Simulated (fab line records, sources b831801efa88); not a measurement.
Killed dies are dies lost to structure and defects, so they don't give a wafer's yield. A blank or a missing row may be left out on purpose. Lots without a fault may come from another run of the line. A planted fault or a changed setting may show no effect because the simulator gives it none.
Chamber matching | flow sky130 | SKY_PAD_OPEN_ETCH_07 on rie_diel-03: 4 sister chambers
The step etches the open film in CF4/O2, stops on AlCu, target depth 725 nm, time 161.1 s. 8 wafers are shown with their chamber, then 8 later ones without.

WAFERS WITH THEIR CHAMBER
wafer  | chamber | throttle_valve_pct (%) | O2_flow_sccm (sccm)
L078.4 | 2       | 5.976                  | 10.011
L080.3 | 2       | 5.967                  | 9.961
L081.1 | 3       | 5.967                  | 9.988
L081.4 | 1       | 5.965                  | 10.007
L091.1 | 3       | 5.972                  | 10.016
L091.2 | 0       | 5.951                  | 10.006
L091.3 | 1       | 5.948                  | 10.009
L092.1 | 0       | 5.974                  | 10.017

WAFERS WITHOUT THEIR CHAMBER
wafer  | throttle_valve_pct (%) | O2_flow_sccm (sccm)
L092.3 | 5.956                  | 10.026
L092.4 | 5.976                  | 10.043
L093.2 | 5.974                  | 9.997
L093.3 | 5.940                  | 10.028
L093.4 | 5.964                  | 10.009
L097.1 | 5.968                  | 10.018
L097.4 | 5.958                  | 9.996
L097.6 | 5.974                  | 9.943

WHICH CHAMBER EACH WENT THROUGH
wafer  | from the rows above               | in truth
L092.3 | can't be placed: 1 or 0 or 3 or 2 | 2
L092.4 | can't be placed: 0 or 3 or 1 or 2 | 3
L093.2 | can't be placed: 3 or 2 or 0 or 1 | 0
L093.3 | can't be placed: 1 or 0 or 3 or 2 | 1
L093.4 | can't be placed: 0 or 3 or 1 or 2 | 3
L097.1 | can't be placed: 0 or 3 or 1 or 2 | 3
L097.4 | can't be placed: 1 or 0 or 3 or 2 | 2
L097.6 | can't be placed: 2 or 3 or 0 or 1 | 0
Placed correctly: 0 of 8. Can't be placed from these rows: 8 (the true chamber is among the candidates in 8). Placed wrongly: 0.
How it was worked out, from the rows above alone: a wafer's distance from a chamber is the root of the sum, over the readings, of the square of ((its reading less the chamber's mean) divided by the reading's scatter). The wafer belongs to the nearest chamber; if the next one is less than 2 further off, it can't be placed. A chamber's mean is the mean of its shown wafers. The scatter: the root of (the sum of the squares of (reading less its chamber's mean) over the shown wafers, divided by (wafers less chambers)).
